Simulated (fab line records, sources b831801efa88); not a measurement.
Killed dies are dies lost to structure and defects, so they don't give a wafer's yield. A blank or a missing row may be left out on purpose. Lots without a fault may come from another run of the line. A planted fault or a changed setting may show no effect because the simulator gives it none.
Chamber matching | flow gf180mcu | GF_CONTACT_CMP_04 on cmp-01: 4 sister chambers
The step polishes SiO2. 8 wafers are shown with their chamber, then 8 later ones without.

WAFERS WITH THEIR CHAMBER
wafer  | chamber | motor_current_A (A) | time_to_endpoint_s (s)
L572.5 | 1       | 11.3                | 108
L574.5 | 3       | 11.8                | 113
L574.6 | 2       | 10.8                | 103
L577.1 | 1       | 11.2                | 96
L577.4 | 3       | 11.8                | 118
L578.4 | 2       | 11.2                | 106
L578.5 | 0       | 11.6                | 114
L580.1 | 0       | 11.5                | 119

WAFERS WITHOUT THEIR CHAMBER
wafer  | motor_current_A (A) | time_to_endpoint_s (s)
L580.2 | 11.4                | 108
L580.3 | 11.1                | 99
L594.2 | 12.1                | 100
L594.3 | 11.6                | 113
L594.5 | 11.5                | 98
L595.2 | 11.6                | 107
L595.3 | 11.1                | 100
L595.5 | 11.2                | 117

WHICH CHAMBER EACH WENT THROUGH
wafer  | from the rows above               | in truth
L580.2 | can't be placed: 1 or 0 or 2 or 3 | 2
L580.3 | can't be placed: 1 or 2           | 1
L594.2 | can't be placed: 3 or 0           | 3
L594.3 | can't be placed: 0 or 3           | 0
L594.5 | can't be placed: 1 or 2 or 0      | 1
L595.2 | can't be placed: 0 or 3 or 1      | 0
L595.3 | can't be placed: 1 or 2           | 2
L595.5 | can't be placed: 0 or 2 or 1 or 3 | 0
Placed correctly: 0 of 8. Can't be placed from these rows: 8 (the true chamber is among the candidates in 8). Placed wrongly: 0.
How it was worked out, from the rows above alone: a wafer's distance from a chamber is the root of the sum, over the readings, of the square of ((its reading less the chamber's mean) divided by the reading's scatter). The wafer belongs to the nearest chamber; if the next one is less than 2 further off, it can't be placed. A chamber's mean is the mean of its shown wafers. The scatter: the root of (the sum of the squares of (reading less its chamber's mean) over the shown wafers, divided by (wafers less chambers)).
